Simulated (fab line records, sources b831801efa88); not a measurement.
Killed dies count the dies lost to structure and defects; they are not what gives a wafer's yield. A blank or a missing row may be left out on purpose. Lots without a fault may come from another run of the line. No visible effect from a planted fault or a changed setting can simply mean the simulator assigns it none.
Code-filled problem report in 8D (eight disciplines) form -- flow sky130 -- the parts of the form that need people (team, actions taken, sign-off) are left out

1. PROBLEM STATEMENT
At SKY_METAL5_SPUTTER_04, chamber pressure pa averages 0.3760 Pa over 6 wafers from 2 lots, while fault-free wafers read 0.3999 Pa, standard deviation 0.00085. That puts it -28 standard deviations away from the usual mean.
The step: material TiN, target thk 70 nm, time 58.3 s.
Seen first at day 47 10:03 on pvd sputter-01, wafer L226.2. The record holds 36 wafers of 12 lots with a number at this step. Rule for "out", or "out of limits": more than 4 standard deviations from the usual mean. All remaining wafers that have a number are taken as sound.

2. WHAT THIS IS AND IS NOT
question,is,is not
which readings at this step,chamber pressure pa,throttle valve pct
which lots,"L226, L230","L210, L211, L212, L214, L216, L217, L219, L224, L225, L231"
which wafers of those lots,all that have a number,-
read on which tools,pvd sputter-01,"pvd sputter-02, pvd sputter-04"
when,from day 47 10:03,up to then (27 sound wafers); but 3 sound wafers of L231 came after

3. THE SUSPECTS, EACH WITH WHAT RULES IT OUT
Counting: a tool at any process step up to the reading remains a suspect when it ran all the lots that are out and ran no sound lot after the first of those.
- pvd sputter-01 at SKY_METAL5_SPUTTER_04 (material TiN, target thk 70 nm, time 58.3 s): kept. Every lot that is out went through it, starting with L226 (day 47 10:03), and after that it ran no sound lot; the last sound lot it ran before then is L219 (day 46 09:37). Its own readings are out on those wafers: chamber pressure pa.
After counting, what remains is pvd sputter-01 at SKY_METAL5_SPUTTER_04.

4. THE CAUSE (what the simulator had put in)
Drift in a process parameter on pvd sputter-01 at SKY_METAL5_SPUTTER_04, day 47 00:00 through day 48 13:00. From 0.4, the setting chamber pressure pa moved by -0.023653. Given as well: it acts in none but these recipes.
The count eliminated every tool but this one.

5. SEQUENCE OF EFFECTS, ordered by route
Each row: a reading whose mean over the struck wafers that have a number lies more than 3 standard deviations from the usual. Only readings for which the record gives a usual standard deviation are gone through. hours: the time from each lot's start at the first step in this table that gives one to its start at this step, as a median over the lots. sigmas: the change in usual standard deviations.
hours,step,reading,usual,on struck wafers,change,sigmas
0,SKY_METAL5_SPUTTER_04,chamber pressure pa,0.3999 Pa,0.3760,-0.0239,-28
It contains these process steps:
- SKY_METAL5_SPUTTER_04: material TiN, target thk 70 nm, time 58.3 s.

6. HOW IT WOULD HAVE BEEN CAUGHT EARLIER
10 hours passed between the start of the fault at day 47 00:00 and the first reading out of limits in this record, taken at day 47 10:03.
